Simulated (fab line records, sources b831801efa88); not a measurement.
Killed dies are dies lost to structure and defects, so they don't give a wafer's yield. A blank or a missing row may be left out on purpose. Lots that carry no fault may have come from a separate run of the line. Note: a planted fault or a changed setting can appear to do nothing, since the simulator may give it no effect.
A lot that was struck, set against a sound lot ; flow gf180mcu ; 16 out of 602 route steps
Sound: the wafers L923.2, L923.3, L923.6. Wafers L925.2, L925.5, L925.6 were the ones struck. Last of all comes the cause.
At each step with rows: each side's tool, then ch and its chambers, then its first start. Under that, the readings that differ: sound wafers ; struck wafers ; difference of the means ; sigmas: that difference in standard deviations of wafers without a fault.
alike: same words and numbers on both sides, and readings whose means sit less than 2 such deviations apart. not compared: any withheld reading, any reading some wafer has no value for, any bound like >300 that may hide the same value, and any number with overlapping values for which the record gives no deviation.
A row with sigmas, a row that says differs or no value, or rows on one side alone: a step with any of these is where the two part. Numbers that have no deviation but don't overlap get no sigmas and don't part them. Lack of a reading on every wafer of one side parts them only where that side has two or more wafers.

GF_HV_LDD_RS_MEAS_53: uses a four-point probe to measure.
  sound: filmMetro-01 at day 16 20:29; struck: filmMetro-04 at day 17 11:05
  alike: HV_LDD_RS
then, 1 step without rows for these wafers: GF_HV_LDD_CVD_54 (deposits SiO2 from TEOS, target thk 10 nm, time 75 s).
GF_HV_LDD_THK_MEAS_55:
  sound: filmMetro-04 at day 16 21:37; struck: filmMetro-03 at day 17 12:13
  alike: HV_LDD_CVD_54_THK
then, 1 step without rows for these wafers: GF_HV_LDD_CVD_56 (deposits Si3N4 from DCS/NH3, target thk 90 nm, time 1543 s).
GF_HV_LDD_THK_MEAS_57:
  sound: filmMetro-04 at day 16 23:07; struck: filmMetro-03 at day 17 14:22
  alike: HV_LDD_CVD_56_THK
GF_HV_LDD_ETCHBACK_58: etches Si3N4 in CH3F/O2, stops on SiO2, time 100 s, target depth 90 nm.
  sound on rieDiel-03 ch 0,2,3, day 16 23:10; struck on rieDiel-02 ch 0,1,3, day 17 14:25
  alike: O2_flow_sccm, ch3fFlowSccm, drypumpMotorCurrentA, oesProductAu, throttleValvePct
  not compared: rfHoursCounterH
then, 6 steps without rows for these wafers: GF_NSD_DEHYDRATE_00 (time 60 s); GF_NSD_HMDS_01 (prime time 60 s); GF_NSD_COAT_02 (resist thk 1000 nm); GF_NSD_SOFTBAKE_03 (time 60 s); GF_NSD_EXPOSE_04 (exposes mask Nplus, target cd 400 nm); GF_NSD_PEB_05.
GF_NSD_DEVELOP_06: develop time 60 s.
  sound on lithoTrack-02 ch 0, day 17 21:49; struck on lithoTrack-03 ch 0, day 18 13:36
GF_NSD_CD_MEAS_07: target cd 400 nm.
  sound: cdSem-01 at day 17 21:57; struck: cdSem-01 at day 18 13:45
reading;sound;struck;difference;sigmas
cdNm (nm);397.6 399.6 396.2;410.6 410.2 411.3;+12.9;+6
GF_NSD_OVL_MEAS_08:
  sound: overlay-02 at day 17 22:04; struck: overlay-01 at day 18 13:51
  alike: NSD_OVL
-- the record jumps here: 15 days lie between the struck wafers' starts before and after (it left off in module NSD and takes up again in module PASSIVATION, whose first step shown is number 602 of the route) --
GF_PASSIVATION_PROBE_99:
  the record has rows for the struck wafers here (prober-01, day 33 05:32) and none for the sound ones

WHERE THEY PART
Earliest at GF_NSD_CD_MEAS_07; latest, in this record, at GF_PASSIVATION_PROBE_99.

WHY: what the simulator had put in
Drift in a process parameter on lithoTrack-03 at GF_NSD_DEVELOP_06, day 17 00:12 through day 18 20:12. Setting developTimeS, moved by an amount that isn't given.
